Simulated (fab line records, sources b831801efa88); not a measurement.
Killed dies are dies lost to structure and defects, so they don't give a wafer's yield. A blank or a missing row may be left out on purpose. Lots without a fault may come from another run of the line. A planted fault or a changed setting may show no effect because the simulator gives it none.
One fault seen from 2 desks | flow gf180mcu | each desk has only its own numbers; what lay behind them comes last

THE METROLOGY DESK
What the gauges read, lot by lot, whatever tool the lot ran on: means of the sampled wafers that have a number. A lot is out of limits, marked OUT, if its mean lies more than 4 standard deviations from the usual mean; the brackets give that distance.
Columns: A = V4_W_RS at GF_V4_RS_MEAS_24, usual 0.326 ohm/sq; B = V4_W_THK at GF_V4_THK_MEAS_25, usual 349 nm
lot  | first seen here | A     | B
L548 | day 29 06:15    | 0.327 | 349
L551 | day 30 02:40    | 0.324 | 352
L554 | day 30 21:38    | 0.324 | 353
L555 | day 31 00:29    | 0.323 | 355
L558 | day 31 18:14    | 0.325 | 346
L559 | day 32 00:42    | 0.329 | 350
This desk's finding: nothing out of limits on any of the 6 lots.

THE TOOL OWNER'S DESK: pvd_sputter-04
The tool's own readings at GF_MIM_SPUTTER_03 (material Ti, target thk 10 nm, time 6.7 s): means of the sampled wafers that have a number, for each lot that ran on this tool. A lot is out of limits, marked OUT, if its mean lies more than 4 standard deviations from the usual mean; the brackets give that distance.
Columns: A = cathode_dc_power_W at GF_MIM_SPUTTER_03, usual 2999.9 W; B = throttle_valve_pct at GF_MIM_SPUTTER_03, usual 30.0 %
lot  | first seen here | A      | B
L548 | day 29 06:53    | 2999.5 | 30.6
L554 | day 30 22:17    | 2999.9 | 30.9
L555 | day 31 01:08    | 3000.1 | 30.4
L558 | day 31 18:53    | 2999.8 | 30.2
This desk's finding: nothing out of limits on any of the 4 lots.

PUT TOGETHER
The metrology desk saw nothing out of limits.
The tool owner's desk saw nothing out of limits.

WHAT THE SIMULATOR HAD PUT IN
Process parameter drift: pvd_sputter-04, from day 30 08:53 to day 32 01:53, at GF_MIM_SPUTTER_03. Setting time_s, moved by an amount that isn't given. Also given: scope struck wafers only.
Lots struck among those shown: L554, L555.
